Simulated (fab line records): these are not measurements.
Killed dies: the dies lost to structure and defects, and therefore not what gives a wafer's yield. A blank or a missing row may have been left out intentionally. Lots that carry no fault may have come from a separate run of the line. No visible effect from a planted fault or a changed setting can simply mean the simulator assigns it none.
Chamber matching | flow gf180mcu | GF_V2_CMP_26 on cmp-01: 4 sister chambers
The step polishes, stops on SiO2, t overpolish 15 s, target thk 0 nm. 8 wafers are shown with their chamber, then 7 later ones without.

EACH WAFER AND ITS CHAMBER
wafer  | chamber | motor current A (A) | time to endpoint s (s)
L153.6 | 1       | 9.8                 | 89
L158.1 | 3       | 11.0                | 83
L158.3 | 1       | 10.2                | 84
L162.2 | 3       | 10.3                | 81
L167.1 | 0       | 12.2                | 85
L167.5 | 0       | 12.2                | 85
L168.2 | 2       | 10.8                | 80
L168.5 | 2       | 11.0                | 82

WAFERS WHOSE CHAMBER IS MISSING
wafer  | motor current A (A) | time to endpoint s (s)
L168.6 | 10.3                | 87
L172.2 | 10.5                | 83
L172.5 | 9.8                 | 87
L172.6 | 11.2                | 83
L176.1 | 10.8                | 84
L176.4 | 10.4                | 88
L176.6 | 10.4                | 88

WHICH CHAMBER EACH ONE RAN IN
wafer  | from the rows above          | in truth
L168.6 | can't be placed: 1 or 3      | 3
L172.2 | can't be placed: 3 or 2 or 1 | 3
L172.5 | 1                            | 1
L172.6 | can't be placed: 2 or 3      | 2
L176.1 | can't be placed: 3 or 2 or 1 | 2
L176.4 | can't be placed: 1 or 3      | 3
L176.6 | can't be placed: 1 or 3      | 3
Correct placement for 1 of the 7. Can't be placed from these rows: 6 (the true chamber is among the candidates in 6). Number placed wrongly: 0.
How it was worked out, from the rows above alone: a wafer's distance from a chamber is the root of the sum, over the readings, of the square of ((its reading less the chamber's mean) divided by the reading's scatter). The wafer belongs to the nearest chamber; if the next one is less than 2 further off, it can't be placed. For every chamber, the mean is computed from those of its wafers that are shown. The scatter: the root of (the sum of the squares of (reading less its chamber's mean) over the shown wafers, divided by (wafers less chambers)).
